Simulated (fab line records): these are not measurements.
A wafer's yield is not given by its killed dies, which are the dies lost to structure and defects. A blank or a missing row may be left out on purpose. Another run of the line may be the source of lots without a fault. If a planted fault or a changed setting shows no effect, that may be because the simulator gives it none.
Which tool is to blame?	flow sky130	11 lots with 33 wafers sampled at 4 steps, on a route of 708 steps

== WHAT THE GAUGES SHOWED, per wafer ==
SKY_NWELL_THK_MEAS_02. Usual: NWELL_OXIDATION_THK 9.94 nm, standard deviation 0.21.
lot	measured	on	NWELL_OXIDATION_THK (nm)	flag
L114	day 3 02:25	film_metro-04	9.94 9.67 9.85	
L118	day 3 15:37	film_metro-03	9.79 9.90 9.87	
L120	day 4 01:24	film_metro-02	9.83 9.85 9.91	
L121	day 4 05:15	film_metro-02	10.14 10.09 10.10	
L125	day 5 07:35	film_metro-02	9.96 9.99 9.81	
L126	day 5 14:24	film_metro-04	9.97 10.16 9.94	
L129	day 6 02:58	film_metro-02	10.07 10.13 10.20	
L130	day 6 04:22	film_metro-03	10.17 10.07 10.17	
L132	day 6 19:14	film_metro-04	9.75 9.98 9.76	
L133	day 6 23:37	film_metro-04	9.70 9.76 9.70	
L135	day 7 07:37	film_metro-02	10.08 10.12 10.06	

SKY_POLY_GATE_THK_MEAS_21. Usual: POLY_GATE_OXIDATION_THK 3.98 nm, standard deviation 0.09.
lot	measured	on	POLY_GATE_OXIDATION_THK (nm)	flag
L114	day 17 08:58	film_metro-04	6.86 6.77 6.87	OFF
L118	day 18 11:19	film_metro-02	3.99 3.97 3.98	
L120	day 19 06:37	film_metro-04	6.68 6.64 6.75	OFF
L121	day 19 09:29	film_metro-01	4.00 4.07 3.99	
L125	day 21 08:05	film_metro-01	3.91 3.83 3.83	
L126	day 21 18:32	film_metro-02	3.94 3.82 3.83	
L129	day 22 18:37	film_metro-02	4.06 4.03 4.05	
L130	day 22 21:13	film_metro-01	3.76 3.95 3.84	
L132	day 23 15:26	film_metro-02	3.91 3.96 3.97	
L133	day 23 20:51	film_metro-01	4.00 3.92 3.99	
L135	day 24 09:24	film_metro-04	3.88 3.97 3.91	

== WHAT TOOL EACH LOT RAN ON (gives the tool, then ch and the chambers of the sampled wafers, and finally the start) ==
lot	SKY_GATE_OXIDE_STRIP_13	SKY_POLY_GATE_OXIDATION_20
L114	plasma_asher-02 ch 0,1, day 14 15:50	furnace-01 ch 0, day 17 06:04 and furnace-02 ch 0, day 17 07:38
L118	plasma_asher-01 ch 0,1, day 15 15:41	furnace-01 ch 0, day 18 10:04
L120	plasma_asher-01 ch 0,1, day 16 05:04	furnace-01 ch 0, day 19 02:49 and furnace-02 ch 0, day 19 05:19
L121	plasma_asher-01 ch 0,1, day 16 13:49	furnace-02 ch 0, day 19 08:14
L125	plasma_asher-03 ch 0,1, day 18 10:26	furnace-01 ch 0, day 21 06:49
L126	plasma_asher-03 ch 0,1, day 18 20:24	furnace-01 ch 0, day 21 17:17
L129	plasma_asher-03 ch 0,1, day 19 23:10	furnace-02 ch 0, day 22 17:22
L130	plasma_asher-02 ch 0,1, day 20 00:55	furnace-01 ch 0, day 22 19:58
L132	plasma_asher-01 ch 0,1, day 20 20:23	furnace-02 ch 0, day 23 14:10
L133	plasma_asher-01 ch 0,1, day 21 00:32	furnace-02 ch 0, day 23 19:36
L135	plasma_asher-02 ch 0,1, day 21 15:23	furnace-01 ch 0, day 24 08:09
- SKY_GATE_OXIDE_STRIP_13: strips in O2/N2.
- SKY_POLY_GATE_OXIDATION_20: stabilise 600 s, purge 300 s, target thk 4 nm.

== WHAT THE TOOLS THEMSELVES READ (means of the sampled wafers that have a number; where no wafer has one, the mark that the record gives instead) ==
SKY_GATE_OXIDE_STRIP_13. Usual: drypump_motor_current_A 5.9 A, standard deviation 0.47; o2_flow_sccm 2998 sccm, standard deviation 8.7; oes_product_au 0.716 a.u., standard deviation 0.0046; strip_time_to_endpoint_s 14.19 s, standard deviation 0.036.
lot	tool	drypump_motor_current_A (A)	o2_flow_sccm (sccm)	oes_product_au (a.u.)	strip_time_to_endpoint_s (s)	flag
L114	plasma_asher-02	5.4	3001	0.713	14.17	
L118	plasma_asher-01	5.8	3009	0.716	14.21	
L120	plasma_asher-01	5.8	3006	0.710	14.19	
L121	plasma_asher-01	5.8	2996	0.717	14.15	
L125	plasma_asher-03	6.2	2992	0.718	14.18	
L126	plasma_asher-03	6.1	3011	0.716	14.19	
L129	plasma_asher-03	6.2	2996	0.713	14.20	
L130	plasma_asher-02	6.0	2995	0.712	14.22	
L132	plasma_asher-01	5.8	2999	0.713	14.19	
L133	plasma_asher-01	5.8	2997	0.719	14.18	
L135	plasma_asher-02	5.5	2994	0.714	14.15	

SKY_POLY_GATE_OXIDATION_20. Usual: ox_temp_c_max 854.9, standard deviation 2.1; spike_tc_bottom_C 868 C, standard deviation 3.3; tube_center_temp_C 850.01 C, standard deviation 0.076; tube_center_temp_C_max 852.2, standard deviation 0.39; zone_power_centre_pct 18.6 %, standard deviation 2.1; zone_power_lower_pct 15.35 %, standard deviation 0.18.
lot	tool	ox_temp_c_max	spike_tc_bottom_C (C)	tube_center_temp_C (C)	tube_center_temp_C_max	zone_power_centre_pct (%)	zone_power_lower_pct (%)	flag
L114	furnace-01/furnace-02	855.0	868	849.98	852.2	18.2	15.36	
L118	furnace-01	855.6	865	850.03	852.5	20.2	15.21	
L120	furnace-01/furnace-02	855.0	868	850.03	852.0	18.2	15.36	
L121	furnace-02	852.8	872	850.11	852.3	16.1	15.46	
L125	furnace-01	856.5	865	850.01	852.4	20.2	15.27	
L126	furnace-01	855.5	865	850.01	851.8	20.5	15.38	
L129	furnace-02	852.3	872	849.92	851.9	16.0	15.34	
L130	furnace-01	857.7	866	850.01	852.6	20.4	15.34	
L132	furnace-02	852.8	872	850.04	852.4	16.2	15.41	
L133	furnace-02	852.6	872	850.04	852.4	16.1	15.42	
L135	furnace-01	857.4	866	850.03	852.4	20.3	15.33	

== THE ANSWER, worked out from the rows above alone ==
Rule: a lot counts as off when the mean over its wafers that have a number is more than 3 standard deviations away from the usual mean. Also off: a lot with no number at a reading for which 4 or more lots have one. Where the step has rows for the other lots, those lots are counted as sound. First the gauges in route order, then the tools' own readings, where a lot's mean is used as printed above. The first step at which some lot is off is used, and at that step the reading that is off furthest; a lot without a number counts as furthest.
Off: at SKY_POLY_GATE_THK_MEAS_21 (POLY_GATE_OXIDATION_THK), L114, L120.
A tool fits if, at a process step before that reading, it ran every lot that is off, and no sound lot after the first of them. Gauges at SKY_POLY_GATE_THK_MEAS_21: tried the same way as those tools. No candidate that was tried fits.

== WHAT WAS PUT IN BY THE SIMULATOR ==
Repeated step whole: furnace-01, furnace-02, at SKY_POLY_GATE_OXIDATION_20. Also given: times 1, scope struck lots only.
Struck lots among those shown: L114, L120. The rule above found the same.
